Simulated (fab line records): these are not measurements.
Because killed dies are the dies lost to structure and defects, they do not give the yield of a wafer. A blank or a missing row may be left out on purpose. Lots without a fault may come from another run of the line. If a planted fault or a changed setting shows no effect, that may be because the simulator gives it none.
Struck lot and sound lot, side by side / flow sky130 / 19 out of 708 route steps
Sound: these wafers, L528.2, L528.4, L528.6. Wafers L536.2, L536.3, L536.4 were the ones struck. The cause is named last.
Each step with rows lists, per side, the tool, then ch with its chambers, then its first start. Under that, the readings that differ: sound wafers / struck wafers / difference of the means / sigmas: that difference in standard deviations of wafers without a fault.
alike: readings whose means differ by less than 2 such deviations, and words and numbers that are the same on both sides. not compared: withheld readings, readings that some wafer has no value for, bounds like >300 that may hide the same value, and numbers for which the record gives no deviation and whose values overlap.
The two part at a step that has a row with sigmas, a row that says differs or no value, or rows on one side only. Numbers that don't overlap but have no deviation are shown without sigmas and don't part them. A reading missing from all wafers of one side parts the sides only when that side holds two or more wafers.

SKY_NWELL_TW_MEAS_26:
  sound on film metro-04 at day 5 18:58; struck on film metro-03 at day 7 23:46
  alike: NWELL_2_TW
then, 1 step without rows for these wafers: SKY_NWELL_CLEAN_27 (cleans in SC1/SC2, time 150 s).
SKY_NWELL_RTA_28: time 30 s.
  sound on rtp anneal-01 ch 0, day 5 19:05; struck on rtp anneal-02 ch 0, day 7 23:52
  alike: anneal temp c max, lamp power pct, ramp down c per s, wafer_temp_C_max
SKY_NWELL_RS_MEAS_29: uses a four-point probe to measure.
  sound on film metro-01 at day 5 19:11; struck on film metro-01 at day 7 23:59
  alike: NWELL_RS
SKY_NWELL_RS_MEAS_31: uses a four-point probe to measure.
  sound on film metro-01 at day 5 19:25; struck on film metro-01 at day 8 00:13
  alike: PWDE_RS
then, 6 steps without rows for these wafers: SKY_VT_ADJUST_HVTP_DEHYDRATE_00 (time 60 s); SKY_VT_ADJUST_HVTP_HMDS_01 (prime time 60 s); SKY_VT_ADJUST_HVTP_COAT_02 (resist thk 1140 nm); SKY_VT_ADJUST_HVTP_SOFTBAKE_03 (time 60 s); SKY_VT_ADJUST_HVTP_EXPOSE_04 (exposes mask HVTPM, target cd 380 nm); SKY_VT_ADJUST_HVTP_PEB_05.
SKY_VT_ADJUST_HVTP_DEVELOP_06: develop time 60 s.
  sound on litho track-01 ch 0, day 6 14:11; struck on litho track-02 ch 0, day 8 19:21
  alike: exhaust pa
SKY_VT_ADJUST_HVTP_CD_MEAS_07: target cd 380 nm.
  sound on cd sem-01 at day 6 14:20; struck on cd sem-02 at day 8 19:29
reading=cd nm (nm); sound=379.9 383.4 381.4; struck=- - -; difference=no value on the struck wafers; sigmas=
SKY_VT_ADJUST_HVTP_OVL_MEAS_08:
  sound on overlay-01 at day 6 14:26; struck on overlay-01 at day 8 19:36
reading=VT_ADJUST_HVTP_OVL (nm); sound=1.5 -0.4 -0.6; struck=- - -; difference=no value on the struck wafers; sigmas=
following that, these wafers have no rows for 1 step: SKY_VT_ADJUST_HVTP_IMPLANT_09.
SKY_VT_ADJUST_HVTP_STRIP_10: strips in O2/N2.
  sound on plasma asher-03 ch 0,1, day 6 14:37; struck on plasma asher-02 ch 0,1, day 8 19:47
  alike: drypump motor current A, oes product au, strip time to endpoint s
  not compared: rf hours counter h
SKY_VT_ADJUST_HVTP_TW_MEAS_11:
  sound on film metro-02 at day 6 14:44; struck on film metro-03 at day 8 19:53
reading=VT_ADJUST_HVTP_TW; sound=1335 1335 1331; struck=30 30 31; difference=-1303; sigmas=-99 or more
then, 1 step without rows for these wafers: SKY_VT_ADJUST_LVTN_DEHYDRATE_00 (time 60 s).
-- here the record skips 40 days between the struck wafers' starts before and after, leaving off in module VT_ADJUST_LVTN and picking up in module PAD_OPEN (first step shown: number 708 of the route) --
SKY_PAD_OPEN_PROBE_99:
  the record has rows for the struck wafers here (prober-01, day 49 07:17) and none for the sound ones

== WHERE THEY PART ==
Earliest at SKY_VT_ADJUST_HVTP_CD_MEAS_07; latest, in this record, at SKY_PAD_OPEN_PROBE_99.

WHY: what the simulator had put in
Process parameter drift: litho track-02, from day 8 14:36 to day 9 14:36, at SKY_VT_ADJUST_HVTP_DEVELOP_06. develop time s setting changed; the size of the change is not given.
